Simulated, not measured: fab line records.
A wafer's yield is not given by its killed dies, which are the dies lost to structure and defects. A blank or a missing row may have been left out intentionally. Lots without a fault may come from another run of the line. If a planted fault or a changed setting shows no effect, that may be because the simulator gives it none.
Struck lot and sound lot, side by side / flow gf180mcu / 14 out of 602 route steps
Sound: the wafers L978.1, L978.3, L978.6. Wafers struck: L987.3, L987.4, L987.5. At the end, the cause is stated.
Per side, at each step with rows, come the tool, then ch with its chambers, and then its first start. Under that, the readings that differ: sound wafers / struck wafers / difference of the means / sigmas: that difference in standard deviations of wafers without a fault.
alike: readings whose means differ by less than 2 such deviations, and words and numbers that are the same on both sides. not compared: withheld readings, readings that some wafer has no value for, bounds like >300 that may hide the same value, and numbers for which the record gives no deviation and whose values overlap.
Wherever a step has rows on one side only, a row that says differs or no value, or a row with sigmas, the two part there. Numbers that don't overlap but have no deviation are shown without sigmas and don't part them. A reading that every wafer of one side lacks parts them only if that side has two wafers or more.

GF_NSD_STRIP_11: strips in O2/N2.
  sound on plasma asher-04 ch 0, day 15 17:44; struck on plasma asher-03 ch 0,1, day 18 01:22
reading=strip time to endpoint s (s); sound=23.03 23.09 23.06; struck=22.94 22.93 22.89; difference=-0.14; sigmas=-4
  alike: chamber pressure mTorr, drypump motor current A, heater power w, oes product au
  not compared: rf hours counter h
GF_NSD_TW_MEAS_12:
  sound on film metro-04, day 15 17:50; struck on film metro-04, day 18 01:27
  alike: NSD_TW
then, 7 steps without rows for these wafers: GF_PSD_DEHYDRATE_00 (time 60 s); GF_PSD_HMDS_01 (prime time 60 s); GF_PSD_COAT_02 (resist thk 1000 nm); GF_PSD_SOFTBAKE_03 (time 60 s); GF_PSD_EXPOSE_04 (exposes mask Pplus, target cd 400 nm); GF_PSD_PEB_05; GF_PSD_DEVELOP_06 (develop time 60 s).
GF_PSD_CD_MEAS_07: the cd target is 400 nm.
  sound on cd sem-02, day 16 15:31; struck on cd sem-02, day 19 01:43
  alike: cd nm
  not compared: hold
GF_PSD_OVL_MEAS_08:
  sound on overlay-02, day 16 15:38; struck on overlay-01, day 19 01:49
  alike: PSD_OVL
  not compared: hold
following that, these wafers have no rows for 1 step: GF_PSD_IMPLANT_09.
GF_PSD_STRIP_10: strips in O2/N2.
  sound on plasma asher-04 ch 0,1, day 16 15:49; struck on plasma asher-04 ch 0,1, day 19 02:01
  no value came back on the struck wafers for any of 5 readings (chamber pressure mTorr (mTorr), drypump motor current A (A) and others); on the sound wafers chamber pressure mTorr (mTorr) reads 1500.3 1499.4 1500.5
reading=model.NOVOLAK_of_PSD_COAT_02.thk nm (nm); sound=0 0 0; struck=999.4 999.6 996; difference=+998.3; sigmas=
  not compared: rf hours counter h
GF_PSD_TW_MEAS_11:
  sound on film metro-04, day 16 15:55; struck on film metro-04, day 19 02:06
  alike: PSD_TW

## WHERE THEY PART
Last at GF_PSD_STRIP_10 as far as this record goes, first at GF_NSD_STRIP_11. Later steps at which nothing parts them and some readings are alike: GF_PSD_TW_MEAS_11.

WHY: what had been put in by the simulator
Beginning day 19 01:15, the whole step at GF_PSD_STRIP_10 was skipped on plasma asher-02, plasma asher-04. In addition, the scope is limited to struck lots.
